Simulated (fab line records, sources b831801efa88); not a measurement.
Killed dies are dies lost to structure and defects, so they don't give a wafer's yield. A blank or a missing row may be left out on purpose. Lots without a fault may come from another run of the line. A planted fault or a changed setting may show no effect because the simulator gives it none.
Problem report in the 8D (eight disciplines) form, filled by code | flow gf180mcu | the parts of the form that need people (team, actions taken, sign-off) are left out

1. THE PROBLEM
CONTACT_CVD_00_THK at GF_CONTACT_THK_MEAS_01 reads a mean of 452 nm on 6 wafers of 2 lots; wafers without a fault read 301 nm with a standard deviation of 3.1. That is +49 standard deviations from the usual mean.
First seen on wafer L674.1, day 18 05:51, on film_metro-01. The record holds 36 wafers of 12 lots with a number at this step. Rule for "out", or "out of limits": more than 4 standard deviations from the usual mean. The other wafers with a number count as sound.

2. WHAT IT IS AND WHAT IT IS NOT
question                    | is                           | is not
which readings at this step | CONTACT_CVD_00_THK           | -
which lots                  | L674, L677                   | L667, L668, L669, L670, L673, L681, L683, L684, L685, L686
which wafers of those lots  | all that have a number       | -
read on which gauges        | film_metro-01, film_metro-04 | film_metro-02
when                        | from day 18 05:51            | up to then (15 sound wafers); but 15 sound wafers of L681, L683, L684, L685, L686 came after

3. SUSPECTS, AND WHAT RULES EACH OUT
Counting: a tool at a process step up to the reading stays a suspect if it ran every lot that is out and no sound lot after the first of them.
- the gauge at GF_CONTACT_THK_MEAS_01: ruled out. The wafers that are out were read on 2 gauges (film_metro-01, film_metro-04).
- hdpcvd-01 at GF_CONTACT_CVD_00 (deposits SiO2, target thk 300 nm, time 50 s): ruled out as a lasting fault. Sound lots L686 ran on it after its first lot that is out, L674 (day 18 05:49).
Left after counting: nothing in the record.

4. THE CAUSE (what the simulator had put in)
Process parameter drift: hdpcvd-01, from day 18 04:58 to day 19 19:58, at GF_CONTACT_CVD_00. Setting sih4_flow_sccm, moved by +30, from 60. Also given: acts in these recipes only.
Counting ruled it out, wrongly: the rule takes a fault to strike every lot that its tool runs from its start on, and this one did not.

5. THE CHAIN OF EFFECTS, in route order
Each row: a reading whose mean over the struck wafers that have a number lies more than 3 standard deviations from the usual. Only readings for which the record gives a usual standard deviation are gone through. hours: the time from each lot's start at the first step in this table that gives one to its start at this step, as a median over the lots. sigmas: the change in usual standard deviations.
hours | step                   | reading            | usual      | on struck wafers | change | sigmas
0     | GF_CONTACT_CVD_00      | sih4_flow_sccm     | 60.01 sccm | 90.01            | +30.00 | +99 or more
0     | GF_CONTACT_THK_MEAS_01 | CONTACT_CVD_00_THK | 301 nm     | 452              | +151   | +49
-     | GF_CONTACT_ETCH_17     | oes_product_au     | 0.816 a.u. | 0.891            | +0.075 | +15
The process steps in it:
- GF_CONTACT_CVD_00: deposits SiO2, target thk 300 nm, time 50 s.
- GF_CONTACT_ETCH_17: etches SiO2 in C4F8/O2/Ar, stops on CoSi2, target depth 860 nm.
Later measuring or inspecting steps at which every struck wafer that the step has a row for has a number for every such reading, and none has moved that far: GF_CONTACT_BOW_MEAS_05, GF_CONTACT_OVL_MEAS_15.

6. WHAT WOULD HAVE CAUGHT IT SOONER
In this record the first reading out of limits at a measuring or inspecting step was taken at day 18 05:51, 1 hour after the fault began at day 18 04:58.
The tool's own readings at GF_CONTACT_CVD_00 were out on every struck wafer that the step has a row for (sih4_flow_sccm): an alarm limit on them would have fired on the first of those.
